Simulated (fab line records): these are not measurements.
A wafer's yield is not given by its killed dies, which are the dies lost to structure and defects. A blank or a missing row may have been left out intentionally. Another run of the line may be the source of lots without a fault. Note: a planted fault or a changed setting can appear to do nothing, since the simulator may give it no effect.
fab line records ; flow sky130
record lots=5; wafers=14; last_day=51
route steps=708 shown VT_ADJUST_HVTR@137 VT_ADJUST_PCH@143 SONOS_TUNNEL@154 SONOS_ONO@168 PAD_OPEN@708
lots untouched by any fault: they come from a run of this same line in which no faults occurred
start_h: hours from the record's opening day to when the first of the lot's shown wafers began ; wait_h: hours elapsed since this lot's preceding step ; " repeats the value in the row above ; L1.1+2: several wafers, shown together as one row ; - either no value or no given start ; * or withheld: withheld ; < > ~ a bound
route shown NAME@n: names a module that has steps shown in the file, with the first one's number in the route ; usual: mean/standard deviation taken from wafers without a fault ; same: alike in all rows ; chamber/n: place in a boat ; sites: each site's reading ; _std_site: standard deviation of those values ; _edge_site: mean of outer sites minus mean of inner sites ; radius_mm: how far each site lies from the wafer's centre ; mask NAME#n: copy n ; behind: the most recent tool/chamber to have shaped the wafer ; hold: why the lot was held/for how many hours/how that ended ; device: which transistor (n, p or np) failed to switch ; end of line: the tests these same wafers got at the end of their route ; a step without rows: its recipe alone ; killed: dies that structure and defects cost at the first sort, which is not the same as the wafer's yield ; map: the dies of a wafer, with x for killed, . for not killed, _ for no die there
set.NAME: the run value of the setting; set.NAME@STEP: its run value at that earlier step ; model.NAME: the simulator's own value behind a step, which no gauge read
lots seen at some steps along the route; tables by step, rows by wafer
services: when a tool's chamber went out of use (start_h, in hours from the record's first day, below 0 if earlier), for how many hours, and the reason
## steps
# step SKY_VT_ADJUST_HVTR_DEVELOP_06
# recipe develop_time_s=60; dev_temp_c=23
# step SKY_VT_ADJUST_HVTR_CD_MEAS_07
# recipe target_cd_nm=380
# usual cd_nm=380.1/2.4
lot.wafer;tool;chamber;start_h;wait_h;cd_nm
L697.2;cd_sem-02;-;219.63;0.1;379.7
L697.3;cd_sem-02;-;219.63;0.1;382.9
L697.6;cd_sem-02;-;219.63;0.1;378.1
L702.1;cd_sem-01;-;253.88;0.1;377.4
L702.5;cd_sem-01;-;253.88;0.1;377.8
L702.6;cd_sem-01;-;253.88;0.1;378.9
L706.1;cd_sem-01;-;286.70;0.1;382.2
L706.3;cd_sem-01;-;286.70;0.1;379.9
L715.3;cd_sem-02;-;355.12;0.1;382.6
L715.4;cd_sem-02;-;355.12;0.1;383.2
L715.5;cd_sem-02;-;355.12;0.1;383.6
L719.1;cd_sem-02;-;382.58;0.1;376.8
L719.4;cd_sem-02;-;382.58;0.1;379.2
L719.6;cd_sem-02;-;382.58;0.1;378.9
# step SKY_VT_ADJUST_HVTR_OVL_MEAS_08
# usual VT_ADJUST_HVTR_OVL=0.2/1.2
lot.wafer;tool;chamber;start_h;wait_h;VT_ADJUST_HVTR_OVL[nm]
L697.2;overlay-02;-;219.74;0.1;2.5
L697.3;overlay-02;-;219.74;0.1;1.4
L697.6;overlay-02;-;219.74;0.1;2.1
L702.1;overlay-02;-;254.00;0.1;-0.5
L702.5;overlay-02;-;254.00;0.1;-1.4
L702.6;overlay-02;-;254.00;0.1;-0.2
L706.1;overlay-02;-;286.82;0.1;0.3
L706.3;overlay-02;-;286.82;0.1;0.0
L715.3;overlay-01;-;355.21;0.1;1.4
L715.4;overlay-01;-;355.21;0.1;1.1
L715.5;overlay-01;-;355.21;0.1;2.2
L719.1;overlay-01;-;382.70;0.1;-0.9
L719.4;overlay-01;-;382.70;0.1;-0.9
L719.6;overlay-01;-;382.70;0.1;-2.4
# step SKY_VT_ADJUST_HVTR_IMPLANT_09
# recipe species=B; energy_kev=10; dose_cm2=2.1e+12; tilt_deg=withheld
# step SKY_VT_ADJUST_HVTR_STRIP_10
# recipe chemistry=O2/N2; power_w=1400; pressure_mtorr=1500; platen_temp_c=withheld; o2_flow_sccm=3000; n2_flow_sccm=300; overash_fraction=0.5
# usual drypump_motor_current_A=5.8/0.54; oes_product_au=0.715/0.0045; strip_time_to_endpoint_s=14.17/0.032
lot.wafer;tool;chamber;start_h;wait_h;drypump_motor_current_A;oes_product_au;rf_hours_counter_h;strip_time_to_endpoint_s
L697.2;plasma_asher-04;0;219.92;0.1;5.9;0.716;34;14.19
L697.3;plasma_asher-04;1;219.92;0.1;6.4;0.718;-;14.13
L697.6;plasma_asher-04;1;219.92;0.1;6.5;0.718;-;14.18
L702.1;plasma_asher-04;0;254.19;0.1;5.9;0.714;38;14.23
L702.5;plasma_asher-04;0;254.19;0.1;5.9;0.714;-;14.20
L702.6;plasma_asher-04;1;254.19;0.1;6.5;0.713;-;14.20
L706.1;plasma_asher-01;1;287.01;0.1;6.2;0.715;55;14.22
L706.3;plasma_asher-01;1;287.01;0.1;6.2;0.720;-;14.21
L715.3;plasma_asher-01;0;355.42;0.1;5.3;0.723;-;14.15
L715.4;plasma_asher-01;1;355.42;0.1;6.2;0.715;-;14.13
L715.5;plasma_asher-01;0;355.42;0.1;5.4;0.709;-;14.17
L719.1;plasma_asher-04;1;382.89;0.1;6.5;0.714;50;14.21
L719.4;plasma_asher-04;1;382.89;0.1;6.5;0.715;-;14.21
L719.6;plasma_asher-04;1;382.89;0.1;6.5;0.709;-;14.13
# step SKY_VT_ADJUST_HVTR_TW_MEAS_11
# usual VT_ADJUST_HVTR_TW=210.9/2.5
lot.wafer;tool;chamber;start_h;wait_h;VT_ADJUST_HVTR_TW
L697.2;film_metro-04;-;220.03;0.1;215.3
L697.3;film_metro-04;-;220.03;0.1;215.0
L697.6;film_metro-04;-;220.03;0.1;216.6
L702.1;film_metro-03;-;254.29;0.1;207.9
L702.5;film_metro-03;-;254.29;0.1;208.2
L702.6;film_metro-03;-;254.29;0.1;208.2
L706.1;film_metro-01;-;287.11;0.1;210.8
L706.3;film_metro-01;-;287.11;0.1;210.3
L715.3;film_metro-03;-;355.51;0.1;207.4
L715.4;film_metro-03;-;355.51;0.1;207.0
L715.5;film_metro-03;-;355.51;0.1;208.6
L719.1;film_metro-04;-;382.99;0.1;212.7
L719.4;film_metro-04;-;382.99;0.1;212.9
L719.6;film_metro-04;-;382.99;0.1;214.3
# step SKY_VT_ADJUST_PCH_DEHYDRATE_00
# recipe temp_c=200; time_s=60
# step SKY_VT_ADJUST_PCH_HMDS_01
# recipe prime_time_s=60; prime_temp_c=120
# step SKY_VT_ADJUST_PCH_COAT_02
# recipe spin_rpm=2000; resist_thk_nm=3000
# step SKY_VT_ADJUST_PCH_SOFTBAKE_03
# recipe temp_c=110; time_s=withheld
# step SKY_VT_ADJUST_PCH_EXPOSE_04
# recipe mask_id=NWM; na=0.6; source_shape=conventional; sigma_outer=0.6; polarization=unpolarized; target_cd_nm=840; dose_mj=255
# step SKY_VT_ADJUST_PCH_PEB_05
# recipe temp_c=115; time_s=withheld
# step SKY_VT_ADJUST_PCH_DEVELOP_06
# recipe wall_angle_deg=90; developer=TMAH; develop_time_s=60; dev_temp_c=23
# usual resist_line_temp_C=22.98/0.091
lot.wafer;tool;chamber;start_h;wait_h;resist_line_temp_C
L697.2;litho_track-04;0;243;-;22.90
L697.3;litho_track-04;0;243;-;23.03
L697.6;litho_track-04;0;243;-;22.95
L702.1;litho_track-04;0;279;-;22.96
L702.5;litho_track-04;0;279;-;22.90
L702.6;litho_track-04;0;279;-;22.85
L706.1;litho_track-03;0;314;-;22.81
L706.3;litho_track-03;0;314;-;22.92
L715.3;litho_track-04;0;386;-;23.07
L715.4;litho_track-04;0;386;-;23.08
L715.5;litho_track-04;0;386;-;22.97
L719.1;litho_track-03;0;413;-;22.99
L719.4;litho_track-03;0;413;-;23.02
L719.6;litho_track-03;0;413;-;22.99
# step SKY_VT_ADJUST_PCH_OVL_MEAS_07
# usual VT_ADJUST_PCH_OVL=-0.2/1.4
lot.wafer;tool;chamber;start_h;wait_h;VT_ADJUST_PCH_OVL[nm]
L697.2;overlay-01;-;243.29;-;-0.5
L697.3;overlay-01;-;243.29;-;-1.5
L697.6;overlay-01;-;243.29;-;0.4
L702.1;overlay-02;-;279.78;-;0.8
L702.5;overlay-02;-;279.78;-;0.1
L702.6;overlay-02;-;279.78;-;-1.9
L706.1;overlay-02;-;314.41;-;0.3
L706.3;overlay-02;-;314.41;-;-0.7
L715.3;overlay-02;-;386.69;-;2.1
L715.4;overlay-02;-;386.69;-;0.5
L715.5;overlay-02;-;386.69;-;0.4
L719.1;overlay-01;-;413.31;-;0.3
L719.4;overlay-01;-;413.31;-;-0.9
L719.6;overlay-01;-;413.31;-;0.3
# step SKY_VT_ADJUST_PCH_IMPLANT_08
# recipe species=B; energy_kev=10; dose_cm2=5e+11; tilt_deg=withheld
# step SKY_VT_ADJUST_PCH_STRIP_09
# recipe chemistry=O2/N2; power_w=1400; pressure_mtorr=1500; platen_temp_c=withheld; o2_flow_sccm=3000; n2_flow_sccm=300; overash_fraction=0.5
# usual drypump_motor_current_A=6.0/0.36; oes_product_au=0.722/0.0047; strip_time_to_endpoint_s=36.93/0.097
lot.wafer;tool;chamber;start_h;wait_h;drypump_motor_current_A;oes_product_au;rf_hours_counter_h;strip_time_to_endpoint_s
L697.2;plasma_asher-01;1;243.47;0.1;6.2;0.727;51;36.86
L697.3;plasma_asher-01;0;243.47;0.1;5.4;0.721;-;36.99
L697.6;plasma_asher-01;0;243.47;0.1;5.4;0.713;-;37.00
L702.1;plasma_asher-04;0;279.97;0.1;5.9;0.716;40;36.79
L702.5;plasma_asher-04;1;279.97;0.1;6.5;0.722;-;36.62
L702.6;plasma_asher-04;0;279.97;0.1;5.9;0.715;-;36.79
L706.1;plasma_asher-04;1;314.60;0.1;6.5;0.723;43;36.92
L706.3;plasma_asher-04;1;314.60;0.1;6.5;0.723;-;36.87
L715.3;plasma_asher-04;0;386.90;0.1;5.9;0.727;-;36.94
L715.4;plasma_asher-04;1;386.90;0.1;6.5;0.716;-;36.85
L715.5;plasma_asher-04;1;386.90;0.1;6.4;0.721;-;36.92
L719.1;plasma_asher-04;1;413.50;0.1;6.5;0.718;53;36.90
L719.4;plasma_asher-04;0;413.50;0.1;5.9;0.724;-;36.90
L719.6;plasma_asher-04;1;413.50;0.1;6.5;0.723;-;36.87
# step SKY_VT_ADJUST_PCH_TW_MEAS_10
# usual VT_ADJUST_PCH_TW=142.7/0.99
lot.wafer;tool;chamber;start_h;wait_h;VT_ADJUST_PCH_TW
L697.2;film_metro-03;-;243.58;0.1;140.9
L697.3;film_metro-03;-;243.58;0.1;140.7
L697.6;film_metro-03;-;243.58;0.1;141.4
L702.1;film_metro-03;-;280.11;0.1;142.0
L702.5;film_metro-03;-;280.11;0.1;141.1
L702.6;film_metro-03;-;280.11;0.1;141.2
L706.1;film_metro-01;-;314.70;0.1;143.5
L706.3;film_metro-01;-;314.70;0.1;143.0
L715.3;film_metro-01;-;386.99;0.1;142.2
L715.4;film_metro-01;-;386.99;0.1;142.5
L715.5;film_metro-01;-;386.99;0.1;141.9
L719.1;film_metro-02;-;413.60;0.1;142.5
L719.4;film_metro-02;-;413.60;0.1;143.0
L719.6;film_metro-02;-;413.60;0.1;142.7
# step SKY_SONOS_TUNNEL_DEHYDRATE_00
# recipe temp_c=200; time_s=60
# step SKY_SONOS_TUNNEL_HMDS_01
# recipe prime_time_s=60; prime_temp_c=120
# step SKY_SONOS_TUNNEL_COAT_02
# recipe resist=NOVOLAK; spin_rpm=3000; resist_thk_nm=1140
# step SKY_SONOS_TUNNEL_SOFTBAKE_03
# recipe temp_c=90; time_s=60; resist=NOVOLAK
# step SKY_SONOS_TUNNEL_EXPOSE_04
# recipe mask_id=TUNM; na=0.6; source_shape=conventional; sigma_outer=0.6; polarization=unpolarized; target_cd_nm=410; dose_mj=136
# step SKY_SONOS_TUNNEL_PEB_05
# recipe temp_c=withheld; time_s=*; resist=NOVOLAK
# step SKY_SONOS_TUNNEL_DEVELOP_06
# recipe resist=NOVOLAK; developer=TMAH; develop_time_s=60; dev_temp_c=23
# step SKY_SONOS_TUNNEL_CD_MEAS_07
# recipe target_cd_nm=410
# usual cd_nm=409.8/2.5
lot.wafer;tool;chamber;start_h;wait_h;cd_nm
L697.2;cd_sem-02;-;268.57;0.1;408.5
L697.3;cd_sem-02;-;268.57;0.1;408.2
L697.6;cd_sem-02;-;268.57;0.1;409.3
L702.1;cd_sem-02;-;306.60;0.1;407.5
L702.5;cd_sem-02;-;306.60;0.1;409.6
L702.6;cd_sem-02;-;306.60;0.1;409.0
L706.1;cd_sem-01;-;342.81;0.1;411.4
L706.3;cd_sem-01;-;342.81;0.1;411.7
L715.3;cd_sem-02;-;416.88;0.1;408.2
L715.4;cd_sem-02;-;416.88;0.1;410.0
L715.5;cd_sem-02;-;416.88;0.1;408.6
L719.1;cd_sem-01;-;442.64;0.1;414.2
L719.4;cd_sem-01;-;442.64;0.1;412.9
L719.6;cd_sem-01;-;442.64;0.1;414.8
# step SKY_SONOS_TUNNEL_OVL_MEAS_08
# usual SONOS_TUNNEL_OVL=1.1/1.5
lot.wafer;tool;chamber;start_h;wait_h;SONOS_TUNNEL_OVL[nm]
L697.2;overlay-02;-;268.68;0.1;0.1
L697.3;overlay-02;-;268.68;0.1;1.1
L697.6;overlay-02;-;268.68;0.1;-1.6
L702.1;overlay-01;-;306.72;0.1;1.1
L702.5;overlay-01;-;306.72;0.1;-1.5
L702.6;overlay-01;-;306.72;0.1;-1.2
L706.1;overlay-01;-;342.93;0.1;2.5
L706.3;overlay-01;-;342.93;0.1;2.0
L715.3;overlay-01;-;416.98;0.1;1.0
L715.4;overlay-01;-;416.98;0.1;0.1
L715.5;overlay-01;-;416.98;0.1;1.3
L719.1;overlay-02;-;442.76;0.1;0.8
L719.4;overlay-02;-;442.76;0.1;-0.4
L719.6;overlay-02;-;442.76;0.1;-0.5
# step SKY_SONOS_TUNNEL_IMPLANT_09
# recipe species=B; energy_kev=20; dose_cm2=1e+12; tilt_deg=withheld
# step SKY_SONOS_TUNNEL_WET_ETCH_10
# recipe chemistry=dHF; target_depth_nm=14; target=SiO2; dilution=100:1; temp_c=25; time_s=280
# step SKY_SONOS_TUNNEL_STRIP_11
# recipe chemistry=SPM; time_s=600; temp_c=130
# step SKY_SONOS_TUNNEL_TW_MEAS_12
# usual SONOS_TUNNEL_TW=198.5/2.6
lot.wafer;tool;chamber;start_h;wait_h;SONOS_TUNNEL_TW
L697.2;film_metro-03;-;269.15;0.0;195.3
L697.3;film_metro-03;-;269.15;0.0;195.5
L697.6;film_metro-03;-;269.15;0.0;195.1
L702.1;film_metro-04;-;307.17;0.0;201.5
L702.5;film_metro-04;-;307.17;0.0;201.7
L702.6;film_metro-04;-;307.17;0.0;201.9
L706.1;film_metro-04;-;343.38;0.0;202.2
L706.3;film_metro-04;-;343.38;0.0;201.0
L715.3;film_metro-03;-;417.44;0.0;195.1
L715.4;film_metro-03;-;417.44;0.0;195.4
L715.5;film_metro-03;-;417.44;0.0;195.2
L719.1;film_metro-03;-;443.21;0.0;194.9
L719.4;film_metro-03;-;443.21;0.0;194.2
L719.6;film_metro-03;-;443.21;0.0;194.5
# step SKY_SONOS_TUNNEL_CLEAN_13
# recipe chemistry=dHF; time_s=20; dilution=100:1; dry=ipa_marangoni
# step SKY_SONOS_ONO_OXIDATION_00
# recipe temp_c=800; ambient=O2; idle_temp_c=700; ramp_up_c_per_min=10; ramp_down_c_per_min=3; stabilise_s=600; purge_s=300; target_thk_a=26; ox_time_s=1249
# step SKY_SONOS_ONO_THK_MEAS_01
# recipe reads=SiO2_of_SONOS_ONO_OXIDATION_00
# usual SONOS_ONO_OXIDATION_THK=2.60/0.06
lot.wafer;tool;chamber;start_h;wait_h;SONOS_ONO_OXIDATION_THK[nm]
L697.2;film_metro-04;-;270.72;0.0;2.58
L697.3;film_metro-04;-;270.72;0.0;2.52
L697.6;film_metro-04;-;270.72;0.0;2.51
L702.1;film_metro-02;-;308.59;0.0;2.68
L702.5;film_metro-02;-;308.59;0.0;2.69
L702.6;film_metro-02;-;308.59;0.0;2.71
L706.1;film_metro-02;-;345.07;0.0;2.61
L706.3;film_metro-02;-;345.07;0.0;2.56
L715.3;film_metro-02;-;423.64;0.0;2.56
L715.4;film_metro-02;-;423.64;0.0;2.58
L715.5;film_metro-02;-;423.64;0.0;2.62
L719.1;film_metro-04;-;445.38;0.0;2.56
L719.4;film_metro-04;-;445.38;0.0;2.59
L719.6;film_metro-04;-;445.38;0.0;2.69
# step SKY_SONOS_ONO_CVD_02
# recipe material=Si3N4; precursor=DCS/NH3; target_thk_nm=10.5; temp_c=770; time_s=180; pressure_mtorr=250
# step SKY_SONOS_ONO_THK_MEAS_03
# recipe reads=Si3N4_of_SONOS_ONO_CVD_02
# usual SONOS_ONO_CVD_02_THK=10.59/0.16
lot.wafer;tool;chamber;start_h;wait_h;SONOS_ONO_CVD_02_THK[nm]
L697.2;film_metro-04;-;273.74;0.0;10.64
L697.3;film_metro-04;-;273.74;0.0;10.65
L697.6;film_metro-04;-;273.74;0.0;10.78
L702.1;film_metro-01;-;310.05;0.0;10.57
L702.5;film_metro-01;-;310.05;0.0;10.67
L702.6;film_metro-01;-;310.05;0.0;10.57
L706.1;film_metro-02;-;346.22;0.0;10.59
L706.3;film_metro-02;-;346.22;0.0;10.52
L715.3;film_metro-01;-;425.28;0.0;10.57
L715.4;film_metro-01;-;425.28;0.0;10.65
L715.5;film_metro-01;-;425.28;0.0;10.62
L719.1;film_metro-02;-;446.49;0.0;10.82
L719.4;film_metro-02;-;446.49;0.0;10.80
L719.6;film_metro-02;-;446.49;0.0;10.82
# step SKY_SONOS_ONO_CVD_04
# recipe material=SiO2; precursor=SiH4/N2O; target_thk_nm=5.7199; temp_c=900; pressure_mtorr=400
# step SKY_SONOS_ONO_THK_MEAS_05
# recipe reads=SiO2_of_SONOS_ONO_CVD_04
# usual SONOS_ONO_CVD_04_THK=5.66/0.12
lot.wafer;tool;chamber;start_h;wait_h;SONOS_ONO_CVD_04_THK[nm]
L697.2;film_metro-04;-;275.05;0.0;5.59
L697.3;film_metro-04;-;275.05;0.0;5.59
L697.6;film_metro-04;-;275.05;0.0;5.64
L702.1;film_metro-04;-;311.36;0.0;5.89
L702.5;film_metro-04;-;311.36;0.0;5.69
L702.6;film_metro-04;-;311.36;0.0;5.83
L706.1;film_metro-02;-;347.53;0.0;5.40
L706.3;film_metro-02;-;347.53;0.0;5.40
L715.3;film_metro-04;-;427.21;0.0;5.65
L715.4;film_metro-04;-;427.21;0.0;5.76
L715.5;film_metro-04;-;427.21;0.0;5.81
L719.1;film_metro-02;-;447.80;0.0;5.58
L719.4;film_metro-02;-;447.80;0.0;5.51
L719.6;film_metro-02;-;447.80;0.0;5.58
# step SKY_SONOS_ONO_DEHYDRATE_06
# recipe temp_c=200; time_s=60
# step SKY_SONOS_ONO_HMDS_07
# recipe prime_time_s=60; prime_temp_c=120
# step SKY_SONOS_ONO_COAT_08
# recipe resist=NOVOLAK; spin_rpm=3000; resist_thk_nm=1140
# step SKY_SONOS_ONO_SOFTBAKE_09
# recipe temp_c=90; time_s=60; resist=NOVOLAK
# step SKY_SONOS_ONO_EXPOSE_10
# recipe mask_id=ONOM; target_cd_nm=410; na=0.6; source_shape=conventional; sigma_outer=0.6; dose_mj=150
# step SKY_PAD_OPEN_PROBE_99
# usual killed_at_M0_to_M3=43/7; killed_at_M4_up=3.1/1.5; killed_at_contacts=23/4.9; killed_at_front_end=16/3.9; killed_at_other=0.3/0.52; killed_dies=86/8.2; killed_open=47/6.1; killed_short=38/5.8
# same gross_dies=492; killed_at_back_side=0
lot.wafer;tool;chamber;start_h;wait_h;hold;killed_at_M0_to_M3;killed_at_M4_up;killed_at_contacts;killed_at_front_end;killed_at_other;killed_dies;killed_open;killed_short
L697.2;prober-02;-;1120.33;0.1;-;59;1;25;12;1;98;53;45
L697.3;prober-02;-;1120.38;0.2;-;49;1;25;11;1;87;47;40
L697.6;prober-02;-;1120.53;0.2;-;38;1;32;14;0;85;41;44
L702.1;prober-02;-;1144.42;0.1;-;35;2;19;28;0;84;40;44
L702.5;prober-02;-;1144.62;0.2;-;43;2;17;24;1;87;58;29
L702.6;prober-02;-;1144.67;0.2;-;59;2;20;20;0;101;54;47
L706.1;prober-01;-;1175.08;0.1;await_dispo/8.2h/release;32;3;25;10;0;70;43;27
L706.3;prober-01;-;1175.18;0.2;await_dispo/8.2h/release;48;3;11;12;0;74;37;37
L715.3;prober-02;-;1218.41;0.2;-;45;4;23;16;0;88;44;42
L715.4;prober-02;-;1218.46;0.2;-;39;2;23;20;0;84;51;33
L715.5;prober-02;-;1218.51;0.2;-;46;7;19;9;1;82;49;33
L719.1;prober-02;-;1225.41;0.1;-;44;2;23;14;0;83;43;40
L719.4;prober-02;-;1225.56;0.2;-;35;2;28;13;2;80;44;36
L719.6;prober-02;-;1225.66;0.2;-;43;5;29;10;0;87;49;38
# killed by level:class
L697.2 VIA1:geometric_particle:open=14 VIA3:geometric_particle:open=8 LI_CONTACT:geometric_particle:open=7 METAL1:geometric_particle:short=7 VIA2:geometric_particle:open=6 CONTACT:geometric_particle:short=6 METAL2:geometric_particle:short=6 FIELD_ISO:geometric_particle:open=5
L697.3 LI_CONTACT:geometric_particle:open=12 VIA1:geometric_particle:open=12 METAL1:geometric_particle:short=9 CONTACT:geometric_particle:open=7 VIA3:geometric_particle:short=5 METAL3:geometric_particle:short=5 FIELD_ISO:geometric_particle:short=4 METAL2:geometric_particle:short=4
L697.6 CONTACT:geometric_particle:open=16 VIA1:geometric_particle:open=8 VIA2:geometric_particle:short=7 LI_CONTACT:geometric_particle:open=7 METAL1:geometric_particle:short=6 CONTACT:geometric_particle:short=5 VIA1:geometric_particle:short=4 VIA2:geometric_particle:open=4
L702.1 FIELD_ISO:geometric_particle:short=9 CONTACT:geometric_particle:open=8 VIA1:geometric_particle:open=6 METAL2:geometric_particle:short=6 VIA2:geometric_particle:open=5 VIA3:geometric_particle:open=5 FIELD_ISO:geometric_particle:open=4 LI_CONTACT:geometric_particle:open=4
L702.5 VIA1:geometric_particle:open=15 CONTACT:geometric_particle:open=10 VIA2:geometric_particle:open=8 LI_CONTACT:geometric_particle:open=7 METAL2:geometric_particle:short=5 FIELD_ISO:geometric_particle:open=4 FIELD_ISO:geometric_particle:short=4 VIA3:geometric_particle:open=4
L702.6 VIA1:geometric_particle:open=14 VIA3:geometric_particle:open=10 METAL2:geometric_particle:short=8 CONTACT:geometric_particle:open=8 FIELD_ISO:geometric_particle:short=7 VIA2:geometric_particle:short=7 METAL1:geometric_particle:short=7 VIA2:geometric_particle:open=6
L706.1 CONTACT:geometric_particle:open=10 LI_CONTACT:geometric_particle:open=7 VIA1:geometric_particle:open=7 CONTACT:geometric_particle:short=5 FIELD_ISO:geometric_particle:short=4 METAL1:geometric_particle:short=4 VIA2:geometric_particle:open=4 METAL2:geometric_particle:short=4
L706.3 VIA1:geometric_particle:open=13 METAL2:geometric_particle:short=10 VIA3:geometric_particle:open=7 FIELD_ISO:geometric_particle:short=5 VIA1:geometric_particle:short=5 VIA2:geometric_particle:open=5 LI_CONTACT:geometric_particle:open=4 POLY_GATE:geometric_particle:open=4
L715.3 VIA1:geometric_particle:open=14 VIA2:geometric_particle:open=6 POLY_GATE:geometric_particle:short=5 LI_CONTACT:geometric_particle:open=5 LOCAL_INTERCONNECT:geometric_particle:short=5 CONTACT:geometric_particle:open=5 METAL1:geometric_particle:short=5 VIA2:geometric_particle:short=5
L715.4 VIA1:geometric_particle:open=11 LI_CONTACT:geometric_particle:open=10 CONTACT:geometric_particle:open=8 FIELD_ISO:geometric_particle:short=7 VIA3:geometric_particle:open=6 POLY_GATE:geometric_particle:open=5 METAL1:geometric_particle:short=5 VIA1:geometric_particle:short=5
L715.5 VIA1:geometric_particle:open=16 VIA3:geometric_particle:open=8 METAL4:geometric_particle:short=5 LOCAL_INTERCONNECT:geometric_particle:open=4 LOCAL_INTERCONNECT:geometric_particle:short=4 VIA2:geometric_particle:open=4 METAL3:geometric_particle:short=4 FIELD_ISO:geometric_particle:open=3
L719.1 VIA1:geometric_particle:open=15 LI_CONTACT:geometric_particle:open=7 LOCAL_INTERCONNECT:geometric_particle:short=5 CONTACT:geometric_particle:open=5 VIA1:geometric_particle:short=5 VIA2:geometric_particle:open=5 METAL2:geometric_particle:short=5 LI_CONTACT:geometric_particle:short=4
L719.4 CONTACT:geometric_particle:open=11 LI_CONTACT:geometric_particle:open=9 METAL1:geometric_particle:short=6 VIA1:geometric_particle:short=6 VIA1:geometric_particle:open=5 VIA2:geometric_particle:open=5 VIA3:geometric_particle:open=5 FIELD_ISO:geometric_particle:short=3
L719.6 CONTACT:geometric_particle:open=11 VIA1:geometric_particle:open=9 VIA2:geometric_particle:open=7 VIA1:geometric_particle:short=6 LI_CONTACT:geometric_particle:open=6 CONTACT:geometric_particle:short=6 VIA3:geometric_particle:open=5 METAL2:geometric_particle:short=5
# map L706.3 (x killed, . not)
__________......x.x._________
________x..x.........._______
______..x.............x._____
_____..x......x..........____
____.xxx........x....x....___
___.............x........x.__
__......xx.................._
_......x.....................
_......x.....x..........x.x.x
_.x.........x..x..x.x.....x.x
_.x..x......x....x..xx.......
_x....x....x..x..............
_.x.x.x..xx......x...x.......
_.......x.x..xx...x....x....x
_........................x...
__........x.............xx.._
___......x............x....__
____x....x.........x......___
_____..xx..x.............____
______x...x.....x...x.x._____
________........x....._______
__________.x.x......_________
# map L719.6 (x killed, . not)
__________.....x...._________
________.............x_______
______.x.xx............._____
_____x.....x...........x.____
____......................___
___....x.xx....x...........__
__....xx...........x......x._
_.x...x.xx........x....xx....
_xx.........x.........x..x...
_..x.....x...........x.......
_....xx...x..x.........xx...x
_.x.......x.............x.x..
_....x.....x..x..x.x...xx...x
_..x....x..........x....x....
_..xx.x...xx.x...x...........
__xx.x........x.........x.xx_
___..x..x...x..............__
____......x..x.xx.........___
_____..............x.xx.x____
______....x...x..x.x...x_____
________....x..x......_______
__________........x._________
## services
tool;chamber;start_h;hours;kind
plasma_asher-01;-;200.92;0.8;repair
plasma_asher-01;-;264.97;2.8;pm
plasma_asher-04;-;300.29;2.8;pm
## key
first_sign step=SKY_PAD_OPEN_PROBE_99; reading=hold; direction=added
effect none on later readings
met_at SKY_VT_ADJUST_PCH_DEVELOP_06
struck_wafers L706.1
tester_left_out L706
fault kind=process_parameter_drift; tool=litho_track-03; chamber=-; onset_h=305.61; steps=SKY_VT_ADJUST_PCH_DEVELOP_06; channel=develop_time_s; offset=*; shape=step; end_h=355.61; scope=struck_wafers_only; acts_in=*; stated=*
# tester_left_out: of these lots the tester's yield and bins aren't shown, on N5 and GAA mostly nor the transistor test; their killed dies are dies lost to structure and defects alone, not to doping, threshold or leakage, so they don't give the yield
